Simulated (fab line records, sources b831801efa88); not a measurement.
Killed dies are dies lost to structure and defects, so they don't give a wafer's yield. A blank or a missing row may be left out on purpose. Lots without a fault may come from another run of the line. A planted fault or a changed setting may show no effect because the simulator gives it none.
A struck lot beside a sound one | flow gf180mcu | 37 steps out of a route of 602
Sound: wafers L723.4, L723.5, L723.6. Struck: wafers L733.1, L733.6. (L733.2 of the same lot was not struck and is left out.) The cause comes at the end.
At each step with rows: each side's tool, then ch and its chambers, then its first start. Under that, the readings that differ: sound wafers | struck wafers | difference of the means | sigmas: that difference in standard deviations of wafers without a fault.
alike: readings whose means differ by less than 2 such deviations, and words and numbers that are the same on both sides. not compared: withheld readings, readings that some wafer has no value for, bounds like >300 that may hide the same value, and numbers for which the record gives no deviation and whose values overlap.
The two part at a step that has a row with sigmas, a row that says differs or no value, or rows on one side only. Numbers that don't overlap but have no deviation are shown without sigmas and don't part them. A reading that every wafer of one side lacks parts them only if that side has two wafers or more.

first, 2 steps without rows for these wafers: GF_M1_PEB_12 (peb time 90 s); GF_M1_DEVELOP_13 (develop time 60 s).
GF_M1_CD_MEAS_14: target cd 230 nm.
  sound on cd_sem-01, day 19 11:59; struck on cd_sem-02, day 23 07:08
  reading    | sound             | struck      | difference | sigmas
  cd_nm (nm) | 231.2 230.7 230.9 | 228.3 227.9 | -2.8       | -2
GF_M1_OVL_MEAS_15:
  sound on overlay-02, day 19 12:04; struck on overlay-02, day 23 07:15
  alike: M1_OVL
then, 1 step without rows for these wafers: GF_M1_METAL_ETCH_16 (etches the open film in Cl2/BCl3, stops on SiO2, target depth 627.5 nm, time 104.6 s).
GF_M1_STRIP_17: strips in O2/N2.
  sound on plasma_asher-02 ch 0,1, day 19 12:14; struck on plasma_asher-03 ch 0,1, day 23 07:24
  alike: drypump_motor_current_A, heater_power_w, oes_product_au, strip_time_to_endpoint_s
  not compared: rf_hours_counter_h
then, 3 steps without rows for these wafers: GF_M1_STRIP_18 (strips in post etch residue remover, time 1200 s); GF_M1_CLEAN_19 (cleans in DIW); GF_V1_CVD_00 (deposits SiO2, target thk 600 nm, time 102.3 s).
GF_V1_THK_MEAS_01:
  sound on film_metro-03, day 19 12:50; struck on film_metro-03, day 23 08:02
  alike: V1_CVD_00_THK
GF_V1_CVD_02: deposits SiO2 from TEOS, target thk 850 nm, time 94.851 s.
  sound on pecvd-01 ch 0,1,2, day 19 12:54; struck on pecvd-03 ch 1,2, day 23 08:05
  alike: heater_power_w
GF_V1_THK_MEAS_03:
  sound on film_metro-03, day 19 12:58; struck on film_metro-02, day 23 08:10
  reading            | sound       | struck  | difference | sigmas
  V1_CVD_02_THK (nm) | 874 872 867 | 850 852 | -20        | -2
GF_V1_CMP_04: polishes SiO2.
  sound on cmp-02 ch 1,2,3, day 19 13:05; struck on cmp-01 ch 0, day 23 08:16
  reading                             | sound           | struck      | difference | sigmas
  time_to_endpoint_s (s)              | 84 87 84        | 108 109     | +24        | +5
  model.SiO2_of_V1_CVD_02.thk_nm (nm) | 631.7 632.3 632 | 709.2 710.9 | +78.0      |
  alike: motor_current_A, retaining_ring_pressure_frac, slurry_filter_dp_kPa
GF_V1_BOW_MEAS_05:
  sound on film_metro-02, day 19 13:21; struck on film_metro-04, day 23 08:31
  alike: V1_BOW
then, 8 steps without rows for these wafers: GF_V1_DEHYDRATE_06 (time 60 s); GF_V1_HMDS_07 (prime time 60 s); GF_V1_COAT_08; GF_V1_COAT_09 (resist thk 1000 nm); GF_V1_SOFTBAKE_10 (time 60 s); GF_V1_EXPOSE_11 (exposes mask Via1, target cd 260 nm); GF_V1_PEB_12 (peb time 90 s); GF_V1_DEVELOP_13 (develop time 60 s).
GF_V1_CD_MEAS_14: target cd 260 nm.
  sound on cd_sem-02, day 20 13:29; struck on cd_sem-01, day 24 07:01
  reading    | sound             | struck      | difference | sigmas
  cd_nm (nm) | 259.0 259.0 256.9 | 261.1 261.0 | +2.8       | +2
GF_V1_OVL_MEAS_15:
  sound on overlay-02, day 20 13:33; struck on overlay-02, day 24 07:08
  alike: V1_OVL
then, 1 step without rows for these wafers: GF_V1_ETCH_16 (etches BARC in N2/H2).
GF_V1_ETCH_17: etches SiO2 in C4F8/O2/Ar, stops on TiN, target depth 630 nm.
  sound on rie_diel-01 ch 0,1,2; struck on rie_diel-01 ch 1
  reading                        | sound             | struck      | difference | sigmas
  oes_product_au (a.u.)          | 0.851 0.857 0.852 | 0.914 0.908 | +0.058     | +13
  model.etch.depth_nm (nm)       | 631.7 632.3 632   | 709.2 710.9 | +78.0      |
  model.V1.feature_depth_nm (nm) | 632 632.6 632.4   | 709.6 711.3 | +78.1      |
GF_V1_STRIP_18: strips in O2/N2.
  sound on plasma_asher-04 ch 0,1, day 20 13:44; struck on plasma_asher-04 ch 1, day 24 07:19
  alike: drypump_motor_current_A, heater_power_w, oes_product_au
  not compared: rf_hours_counter_h
then, 3 steps without rows for these wafers: GF_V1_STRIP_19 (strips in post etch residue remover, time 1200 s); GF_V1_CLEAN_20 (cleans in DIW); GF_V1_SPUTTER_21 (material Ti, target thk 15 nm, time 80.02 s).
GF_V1_SPUTTER_22: material TiN, target thk 10 nm, time 40 s.
  sound on pvd_sputter-02, day 20 14:19; struck on pvd_sputter-03, day 24 07:54
  alike: throttle_valve_pct
then, 1 step without rows for these wafers: GF_V1_CVD_23 (deposits W, target thk 350 nm, time 105.05 s).
GF_V1_RS_MEAS_24: measures by four-point-probe.
  sound on film_metro-02, day 20 14:31; struck on film_metro-04, day 24 08:03
  alike: V1_W_RS
GF_V1_THK_MEAS_25: measures by xrf.
  sound on film_metro-02, day 20 14:36; struck on film_metro-04, day 24 08:10
  reading       | sound       | struck  | difference | sigmas
  V1_W_THK (nm) | 362 346 360 | 342 336 | -17        | -2
GF_V1_CMP_26: polishes, stops on SiO2, t overpolish 15 s, target thk 0 nm.
  sound on cmp-02 ch 2,3, day 20 14:41; struck on cmp-01 ch 0,3, day 24 08:14
  reading                             | sound             | struck      | difference | sigmas
  model.SiO2_of_V1_CVD_02.thk_nm (nm) | 627.9 628.5 628.3 | 705.4 707.2 | +78.1      |
  alike: motor_current_A, retaining_ring_pressure_frac, slurry_filter_dp_kPa
GF_M2_SPUTTER_00: material Ti, target thk 37.5 nm, time 150 s.
  sound on pvd_sputter-01, day 20 14:56; struck on pvd_sputter-04, day 24 08:32
  alike: throttle_valve_pct
GF_PASSIVATION_PROBE_99:
  the record has rows for the sound wafers here (prober-01, day 30 21:56) and none for the struck ones

WHERE THEY PART
First at GF_M1_CD_MEAS_14; last, within this record, at GF_PASSIVATION_PROBE_99.

WHY: what the simulator had put in
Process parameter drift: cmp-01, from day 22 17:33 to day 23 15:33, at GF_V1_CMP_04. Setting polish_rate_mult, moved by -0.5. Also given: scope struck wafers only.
